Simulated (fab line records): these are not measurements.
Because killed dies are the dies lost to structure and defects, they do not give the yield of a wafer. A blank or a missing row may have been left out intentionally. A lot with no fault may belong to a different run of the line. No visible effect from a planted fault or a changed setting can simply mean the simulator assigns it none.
Struck lot and sound lot, side by side | flow gf180mcu | 14 out of 602 route steps
Sound: these wafers, L479.1, L479.4, L479.5. Wafers L489.1, L489.3, L489.4 were the ones struck. The cause is named last.
For every step that has rows: the tool of each side, followed by ch and its chambers, followed by its first start. Under that, the readings that differ: sound wafers | struck wafers | difference of the means | sigmas: that difference in standard deviations of wafers without a fault.
alike: readings with means less than 2 such deviations apart, plus words and numbers identical on both sides. not compared: withheld readings, readings lacking a value on some wafer, bounds such as >300 that could conceal the same value, and numbers that have no deviation in the record and whose values overlap.
A row with sigmas, a row that says differs or no value, or rows on one side alone: a step with any of these is where the two part. When numbers do not overlap yet have no deviation, they are printed without sigmas and do not part them. A reading that every wafer of one side lacks parts them only if that side has two wafers or more.

first, 4 steps without rows for these wafers: GF_VT_IMPLANT_SOFTBAKE_03 (time 60 s); GF_VT_IMPLANT_EXPOSE_04 (exposes mask LVPWELL LV AREA, target cd 600 nm); GF_VT_IMPLANT_PEB_05; GF_VT_IMPLANT_DEVELOP_06 (develop time 60 s).
GF_VT_IMPLANT_OVL_MEAS_07:
  sound: overlay-02 at day 6 04:56; struck: overlay-02 at day 8 15:56
  alike: VT_IMPLANT_OVL
after that, 1 step had no rows for these wafers: GF_VT_IMPLANT_IMPLANT_08.
GF_VT_IMPLANT_STRIP_09: strips in O2/N2.
  sound on plasma asher-04 ch 0,1, day 6 05:07; struck on plasma asher-04 ch 0,1, day 8 16:07
  reading           | sound                | struck               | difference | sigmas
  platen temp c (C) | 249.64 249.67 249.62 | 250.11 250.15 250.33 | +0.55      | +3
  alike: drypump motor current A, heater power w, oes product au, strip time to endpoint s
  not compared: rf hours counter h
GF_VT_IMPLANT_TW_MEAS_10:
  sound: film metro-04 at day 6 05:13; struck: film metro-01 at day 8 16:13
  alike: VT_IMPLANT_TW
then, 4 steps without rows for these wafers: GF_VT_IMPLANT_DEHYDRATE_11 (time 60 s); GF_VT_IMPLANT_HMDS_12 (prime time 60 s); GF_VT_IMPLANT_COAT_13 (resist thk 1000 nm); GF_VT_IMPLANT_SOFTBAKE_14 (time 60 s).
GF_VT_IMPLANT_EXPOSE_15: exposes mask Nwell LV AREA, target cd 860 nm.
  struck on iline stepper-01, day 9 00:44; sound on iline stepper-01 ch 0, day 6 12:02
  no value came back on the struck wafers for exposure dose mJ cm2, focus offset nm (nm); on the sound wafers exposure dose mJ cm2 reads 139.94 139.80 139.81
  reading                            | sound                | struck               | difference | sigmas
  model.VT_IMPLANT.overlay y nm (nm) | 0.5385 0.5385 0.5385 | 0.7221 0.7221 0.7221 | +0.1836    |
  alike: mask
after that, 1 step had no rows for these wafers: GF_VT_IMPLANT_PEB_16.

== WHERE THEY PART ==
Earliest at GF_VT_IMPLANT_STRIP_09; latest, in this record, at GF_VT_IMPLANT_EXPOSE_15.

WHY: what had been put in by the simulator
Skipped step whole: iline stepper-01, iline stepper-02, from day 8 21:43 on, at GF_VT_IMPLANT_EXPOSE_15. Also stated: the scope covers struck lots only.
